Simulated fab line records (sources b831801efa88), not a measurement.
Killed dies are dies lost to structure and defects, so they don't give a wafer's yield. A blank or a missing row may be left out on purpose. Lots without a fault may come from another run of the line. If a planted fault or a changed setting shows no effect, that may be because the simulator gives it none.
Which tool did it? -- flow sky130 -- 6 lots with 18 wafers sampled at 3 steps, on a route of 708 steps

== WHAT EACH GAUGE READ, for each wafer ==
SKY_VIA2_THK_MEAS_01.
lot,measured,on,VIA2_HDPCVD_THK (nm)
L626,day 36 21:53,film-metro-03,1145 1163 1156
L628,day 37 04:57,film-metro-04,1182 1183 1182
L632,day 37 17:31,film-metro-02,1164 1174 1164
L631,day 37 21:41,film-metro-04,1168 1193 1182
L637,day 39 03:32,film-metro-04,1407 1408 1396
L645,day 41 19:36,film-metro-02,1169 1168 1184

== EACH LOT AND THE TOOL THAT RAN IT (in order: tool; ch and the chambers of the sampled wafers; start) ==
lot,SKY_VIA1_CMP_02,SKY_VIA2_HDPCVD_00
L626,"cmp-02 ch 2,3, day 34 15:28","hdpcvd-01 ch 0,1, day 36 21:44"
L628,"cmp-01 ch 0,2,3, day 34 22:02","hdpcvd-02 ch 1,2, day 37 04:49"
L632,"cmp-01 ch 0,1,3, day 35 10:43","hdpcvd-02 ch 1,2, day 37 17:22"
L631,"cmp-01 ch 0,2,3, day 35 13:41","hdpcvd-01 ch 1,2, day 37 21:33"
L637,"cmp-02 ch 0,1,3, day 36 21:08","hdpcvd-01 ch 0,1,2, day 39 03:25"
L645,"cmp-02 ch 1,2, day 39 15:01","hdpcvd-02 ch 0,1,2, day 41 19:28"
- SKY_VIA1_CMP_02: polishes SiO2.
- SKY_VIA2_HDPCVD_00: deposits SiO2, target thk 1180 nm, time 196.7 s.

== THE ANSWER, worked out from the rows above alone ==
Rule: the lots themselves supply what counts as usual. The widest of any qualifying gaps counts: lots, ordered by their means at a reading, are off when they make up no more than a third of the lots, leave a main group of 4 or more, and stand apart from it by 3 or more times the standard deviation of that group's means. Not used: any main group whose means are identical at the precision the tables above print for the reading. Also off: a lot with no number at a reading for which 4 or more lots have one. The other lots that the step has rows for count as sound.
Off: L637, at SKY_VIA2_THK_MEAS_01 (VIA2_HDPCVD_THK). For the main group the mean is 1172 nm and the standard deviation 10.
A tool fits if, at a process step before that reading, it ran every lot that is off, and no sound lot after the first of them. The gauges at SKY_VIA2_THK_MEAS_01 are tried like those tools. This does not decide it: 2 tools fit, namely hdpcvd-01 at SKY_VIA2_HDPCVD_00 and film-metro-04 at SKY_VIA2_THK_MEAS_01.

== WHAT HAD BEEN PUT IN BY THE SIMULATOR ==
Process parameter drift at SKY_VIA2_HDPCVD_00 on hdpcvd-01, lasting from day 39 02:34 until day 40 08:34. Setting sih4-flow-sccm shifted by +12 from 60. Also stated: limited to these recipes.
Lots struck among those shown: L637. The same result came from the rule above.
